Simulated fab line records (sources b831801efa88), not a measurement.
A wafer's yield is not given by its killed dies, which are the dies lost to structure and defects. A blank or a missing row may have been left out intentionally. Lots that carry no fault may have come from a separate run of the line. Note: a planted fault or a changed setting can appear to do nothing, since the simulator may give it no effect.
A lot that was struck, set against a sound lot	flow sky130	15 out of 708 route steps
Sound: these wafers, L197.3, L197.4, L197.6. Wafers struck: L205.1, L205.2, L205.3. The cause comes at the end.
At each step with rows: each side's tool, then ch and its chambers, then its first start. Under that, the readings that differ: sound wafers	struck wafers	difference of the means	sigmas: that difference in standard deviations of wafers without a fault.
alike: a reading whose means differ by less than 2 such deviations, as well as words and numbers matching on both sides. not compared: withheld readings; readings where some wafer has no value; bounds like >300 that might hide an equal value; numbers whose values overlap and for which the record gives no deviation.
A row with sigmas, a row that says differs or no value, or rows on one side alone: a step with any of these is where the two part. When numbers do not overlap yet have no deviation, they are printed without sigmas and do not part them. A reading missing from all wafers of one side parts the sides only when that side holds two or more wafers.

SKY_NWELL_RS_MEAS_29: uses a four-point probe to measure.
  sound on film_metro-02 at day 7 01:15; struck on film_metro-02 at day 9 00:00
  alike: NWELL_RS
SKY_NWELL_RS_MEAS_31: uses a four-point probe to measure.
  sound on film_metro-02 at day 7 01:29; struck on film_metro-02 at day 9 00:14
  alike: PWDE_RS
then, 7 steps without rows for these wafers: SKY_VT_ADJUST_HVTP_DEHYDRATE_00 (time 60 s); SKY_VT_ADJUST_HVTP_HMDS_01 (prime time 60 s); SKY_VT_ADJUST_HVTP_COAT_02 (resist thk 1140 nm); SKY_VT_ADJUST_HVTP_SOFTBAKE_03 (time 60 s); SKY_VT_ADJUST_HVTP_EXPOSE_04 (exposes mask HVTPM, target cd 380 nm); SKY_VT_ADJUST_HVTP_PEB_05; SKY_VT_ADJUST_HVTP_DEVELOP_06 (develop time 60 s).
SKY_VT_ADJUST_HVTP_CD_MEAS_07 targets a cd of 380 nm.
  sound on cd_sem-02 at day 7 20:45; struck on cd_sem-01 at day 9 21:55
reading	sound	struck	difference	sigmas
cd_nm (nm)	379.8 377.4 377.8	383.9 387.7 382.3	+6.3	+2
SKY_VT_ADJUST_HVTP_OVL_MEAS_08:
  sound on overlay-01 at day 7 20:50; struck on overlay-02 at day 9 22:02
  alike: VT_ADJUST_HVTP_OVL
SKY_VT_ADJUST_HVTP_IMPLANT_09:
  sound on implanter-01 ch 0, day 7 20:55; struck on implanter-01 ch 0, day 9 22:04
reading	sound	struck	difference	sigmas
dose_ions_cm2	4.301e+12 4.308e+12 4.302e+12	4.24e+11 4.29e+11 4.29e+11	-3.88e+12	-99 or more
faraday_current_uA	24.5 24.5 24.4	2.5 2.4 2.5	-22.0	-45
SKY_VT_ADJUST_HVTP_STRIP_10: strips in O2/N2.
  sound on plasma_asher-01 ch 0,1, day 7 21:02; struck on plasma_asher-02 ch 0,1, day 9 22:13
  alike: drypump_motor_current_A, oes_product_au, strip_time_to_endpoint_s
  not compared: rf_hours_counter_h
SKY_VT_ADJUST_HVTP_TW_MEAS_11:
  sound on film_metro-02 at day 7 21:08; struck on film_metro-03 at day 9 22:32
reading	sound	struck	difference	sigmas
VT_ADJUST_HVTP_TW	1355 1355 1359	667 672 676	-685	-57
  not compared: hold
after that, 1 step had no rows for these wafers: SKY_PAD_OPEN_PROBE_99.

## WHERE THEY PART
Last at SKY_VT_ADJUST_HVTP_TW_MEAS_11 as far as this record goes, first at SKY_VT_ADJUST_HVTP_CD_MEAS_07.

WHY: what had been put in by the simulator
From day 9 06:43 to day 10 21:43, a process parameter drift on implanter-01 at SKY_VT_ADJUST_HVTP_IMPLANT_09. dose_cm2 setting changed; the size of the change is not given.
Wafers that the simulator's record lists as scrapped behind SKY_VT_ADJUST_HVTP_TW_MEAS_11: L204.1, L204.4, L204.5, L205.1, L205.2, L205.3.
